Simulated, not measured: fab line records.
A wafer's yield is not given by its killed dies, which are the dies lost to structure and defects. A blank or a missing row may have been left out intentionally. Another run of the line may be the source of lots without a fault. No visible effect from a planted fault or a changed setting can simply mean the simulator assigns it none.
Chamber matching -- flow sfq line -- cmp-02 running SFQ_TRILAYER_I6_CMP_CMP_166: 4 sister chambers
The step polishes SiO2. 18 wafers are shown with their chamber, then 9 later ones without.

WAFERS, EACH WITH ITS CHAMBER
wafer,chamber,motor current A (A),time to endpoint s (s)
L896.4,3,11.5,219
L896.2,2,9.2,208
L896.6,0,9.9,215
L897.1,2,9.8,215
L897.3,1,9.7,211
L897.6,0,9.7,218
L899.2,0,9.9,195
L899.1,3,11.6,213
L899.5,1,10.5,209
L900.2,0,9.5,202
L900.5,0,9.0,201
L900.6,3,11.8,209
L906.4,0,9.5,217
L906.3,2,9.5,222
L906.6,0,9.7,225
L909.1,2,9.3,217
L909.3,0,10.0,217
L909.4,3,12.3,227

SIGNATURES (averages over the wafers above)
reading,chamber 0,chamber 1,chamber 2,chamber 3,scatter within a chamber
motor current A,9.650,10.100,9.450,11.800,0.341
time to endpoint s,211.25,210.00,215.50,217.00,8.69
Rule: a wafer's distance from a chamber is the root of the sum, over the readings, of the square of ((its reading less the chamber's mean) divided by the reading's scatter). If the next closest chamber is less than 2 further off than the closest, the wafer can't be placed; otherwise it belongs to the closest. How the scatter is found: for the shown wafers, subtract from each reading the mean of its chamber, square and add these, divide the total by (wafers less chambers), then take the root.

WAFERS MISSING THEIR CHAMBER
wafer,motor current A (A),time to endpoint s (s)
L915.3,11.7,215
L915.4,9.2,220
L915.6,10.5,219
L918.3,9.6,213
L918.4,9.9,213
L918.5,10.0,215
L919.1,9.2,212
L919.2,12.2,221
L919.3,9.8,218

EACH ONE'S CHAMBER
wafer,from the rows above,in truth
L915.3,3,3
L915.4,can't be placed: 2 or 0 or 1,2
L915.6,can't be placed: 1 or 0 or 2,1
L918.3,can't be placed: 0 or 2 or 1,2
L918.4,can't be placed: 1 or 0 or 2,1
L918.5,can't be placed: 1 or 0 or 2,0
L919.1,can't be placed: 2 or 0 or 1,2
L919.2,3,3
L919.3,can't be placed: 0 or 2 or 1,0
Correctly placed: 2 of 9. Unplaceable from these rows: 7, with the true chamber sitting among the candidates in 7. Wrongly placed: 0.
